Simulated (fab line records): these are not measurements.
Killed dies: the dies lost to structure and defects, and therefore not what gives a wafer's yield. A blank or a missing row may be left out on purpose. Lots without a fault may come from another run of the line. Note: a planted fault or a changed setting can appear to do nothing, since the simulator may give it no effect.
The tool behind it: which one? + flow sfq line + at 1 step of a route of 325, 14 lots with 42 wafers sampled

WHAT THE GAUGES SHOWED, per wafer
The record lacks any reading of a measuring or inspecting step that a usual standard deviation could be used to judge.

WHICH TOOL RAN EACH LOT (tool, then ch and the chambers of the sampled wafers, then the start)
| lot  | SFQ_TRILAYER_I2_VIA_STRIP_STRIP_071 |
|------|-------------------------------------|
| L748 | rie metal-01 ch 0,1, day 23 02:50   |
| L749 | rie metal-01 ch 0,1, day 23 16:02   |
| L750 | rie metal-04 ch 0,1, day 24 02:10   |
| L752 | rie metal-02 ch 0,1, day 24 20:22   |
| L753 | rie metal-01 ch 0,1, day 25 05:46   |
| L754 | rie metal-04 ch 0,1, day 25 11:46   |
| L755 | rie metal-01 ch 0,1, day 25 19:37   |
| L756 | rie metal-04 ch 0,1, day 26 08:16   |
| L757 | rie metal-01 ch 0,1, day 26 10:28   |
| L758 | rie metal-01 ch 0,1, day 26 14:04   |
| L760 | rie metal-04 ch 0,1, day 26 23:40   |
| L767 | rie metal-01 ch 0,1, day 30 01:10   |
| L769 | rie metal-04 ch 0,1, day 30 15:34   |
| L770 | rie metal-04 ch 0, day 30 22:46     |
- SFQ_TRILAYER_I2_VIA_STRIP_STRIP_071: strips in O2.

AS READ BY THE TOOLS THEMSELVES (means over the sampled wafers that have a number; for cases with no such wafer, the mark the record gives instead)
SFQ_TRILAYER_I2_VIA_STRIP_STRIP_071.
| lot  | tool         | chamber pressure mTorr (mTorr) | drypump motor current A (A) | oes product au (a.u.) |
|------|--------------|--------------------------------|-----------------------------|-----------------------|
| L748 | rie metal-01 | 49.99                          | 5.1                         | 0.991                 |
| L749 | rie metal-01 | 49.96                          | 5.1                         | 1.002                 |
| L750 | rie metal-04 | 50.00                          | 4.9                         | 1.016                 |
| L752 | rie metal-02 | 50.05                          | 5.8                         | 1.001                 |
| L753 | rie metal-01 | 50.00                          | 5.2                         | 1.014                 |
| L754 | rie metal-04 | 50.04                          | 4.9                         | 1.011                 |
| L755 | rie metal-01 | 50.06                          | 5.1                         | 1.008                 |
| L756 | rie metal-04 | -                              | -                           | -                     |
| L757 | rie metal-01 | -                              | -                           | -                     |
| L758 | rie metal-01 | 50.00                          | 5.1                         | 1.022                 |
| L760 | rie metal-04 | 49.97                          | 4.9                         | 1.001                 |
| L767 | rie metal-01 | 50.02                          | 5.2                         | 1.018                 |
| L769 | rie metal-04 | 49.96                          | 5.0                         | 1.007                 |
| L770 | rie metal-04 | 49.97                          | 5.1                         | 0.998                 |

THE ANSWER, worked out from the rows above alone
Rule: what is usual is taken from the lots themselves. Put in order of their means at a reading, lots are off if they are a third of the lots or fewer, leave a main group of 4 or more, and stand apart from it by a gap of 3 or more times the standard deviation of the main group's means; of several such gaps the widest counts. A main group whose means are all the same, to the digits that the tables above print for the reading, isn't used. A lot without any number at a reading at which 4 lots or more have one is off too. All remaining lots with rows at the step are treated as sound. Order of review: gauges by route order, followed by the tools' own readings, for which a lot's mean as printed above is used. The first step at which some lot is off is used, and at that step the reading that is off furthest; a lot without a number counts as furthest.
Off: L756, L757 (SFQ_TRILAYER_I2_VIA_STRIP_STRIP_071, chamber pressure mTorr). Without a number there: L756, L757. The main group has a mean of 50.00 mTorr with a standard deviation of 0.033.
If a tool, at that step or one of the process steps before it, ran each lot that is off and ran no sound lot following the first of them, it fits. No candidate that was tried fits.

WHAT THE SIMULATOR HAD PUT IN
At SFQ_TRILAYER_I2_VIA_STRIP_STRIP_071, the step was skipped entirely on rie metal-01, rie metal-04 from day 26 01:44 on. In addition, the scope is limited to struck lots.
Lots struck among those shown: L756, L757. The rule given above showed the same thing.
